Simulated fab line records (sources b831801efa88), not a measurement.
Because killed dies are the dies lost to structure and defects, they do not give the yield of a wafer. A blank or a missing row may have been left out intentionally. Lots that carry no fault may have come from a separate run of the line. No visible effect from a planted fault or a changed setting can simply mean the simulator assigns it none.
Struck lot and sound lot, side by side    flow sky130    15 out of 708 route steps
Sound: wafers L442.1, L442.3, L442.5. Wafers struck: L452.1, L452.4, L452.5. At the end, the cause is stated.
For every step that has rows: the tool of each side, followed by ch and its chambers, followed by its first start. Under that, the readings that differ: sound wafers    struck wafers    difference of the means    sigmas: that difference in standard deviations of wafers without a fault.
alike: a reading whose means differ by less than 2 such deviations, as well as words and numbers matching on both sides. not compared: withheld readings; readings where some wafer has no value; bounds like >300 that might hide an equal value; numbers whose values overlap and for which the record gives no deviation.
A row with sigmas, a row that says differs or no value, or rows on one side alone: a step with any of these is where the two part. When numbers do not overlap yet have no deviation, they are printed without sigmas and do not part them. A reading that every wafer of one side lacks parts them only if that side has two wafers or more.

first, 5 steps without rows for these wafers: SKY_SONOS_TUNNEL_COAT_02 (resist thk 1140 nm); SKY_SONOS_TUNNEL_SOFTBAKE_03 (time 60 s); SKY_SONOS_TUNNEL_EXPOSE_04 (exposes mask TUNM, target cd 410 nm); SKY_SONOS_TUNNEL_PEB_05; SKY_SONOS_TUNNEL_DEVELOP_06 (develop time 60 s).
SKY_SONOS_TUNNEL_CD_MEAS_07 targets a cd of 410 nm.
  struck on cdSem-01, day 18 06:51; sound on cdSem-02, day 14 22:22
  alike: cdNm
SKY_SONOS_TUNNEL_OVL_MEAS_08:
  struck on overlay-01, day 18 06:58; sound on overlay-02, day 14 22:29
  alike: SONOS_TUNNEL_OVL
then, 3 steps without rows for these wafers: SKY_SONOS_TUNNEL_IMPLANT_09; SKY_SONOS_TUNNEL_WET_ETCH_10 (etches SiO2 in dHF, target depth 14 nm, time 280 s); SKY_SONOS_TUNNEL_STRIP_11 (strips in SPM, time 600 s).
SKY_SONOS_TUNNEL_TW_MEAS_12:
  struck on filmMetro-01, day 18 07:25; sound on filmMetro-04, day 14 22:56
reading          sound        struck       difference  sigmas
SONOS_TUNNEL_TW  201 200 201  195 195 194  -6          -2
then, 1 step without rows for these wafers: SKY_SONOS_TUNNEL_CLEAN_13 (cleans in dHF, time 20 s).
SKY_SONOS_ONO_OXIDATION_00: stabilise 600 s, purge 300 s, target thk 2.6 nm.
  sound on furnace-02 ch 0, day 14 23:46; struck on furnace-02 ch 0, day 18 10:22
reading                 sound              struck             difference  sigmas
spikeTcCentreC (C)      803.8 804.2 803.0  806.9 807.8 808.4  +4.0        +2
spikeTcUpperC (C)       800.7 799.2 799.4  768.8 766.1 767.7  -32.2       -29
zonePowerCentrePct (%)  16.0 16.2 15.7     20.9 20.9 20.9     +4.9        +3
zonePowerTopPct (%)     27.2 27.2 27.4     33.6 33.3 33.0     +6.0        +12
zonePowerUpperPct (%)   13.4 13.6 13.7     3.8 3.8 3.7        -9.8        -7
SKY_SONOS_ONO_THK_MEAS_01:
  struck on filmMetro-02, day 18 11:43; sound on filmMetro-01, day 15 01:06
  alike: SONOS_ONO_OXIDATION_THK
-- a jump in the record: the struck wafers' starts before and after are 32 days apart (it breaks off in module SONOS_ONO and resumes in module PAD_OPEN, where the first step shown is number 708 of the route) --
SKY_PAD_OPEN_PROBE_99:
  only the struck wafers here have rows in the record (prober-02, day 50 20:10); the sound ones have none

WHERE THEY PART
Earliest at SKY_SONOS_TUNNEL_TW_MEAS_12; latest, in this record, at SKY_PAD_OPEN_PROBE_99.

WHY: the cause the simulator had injected
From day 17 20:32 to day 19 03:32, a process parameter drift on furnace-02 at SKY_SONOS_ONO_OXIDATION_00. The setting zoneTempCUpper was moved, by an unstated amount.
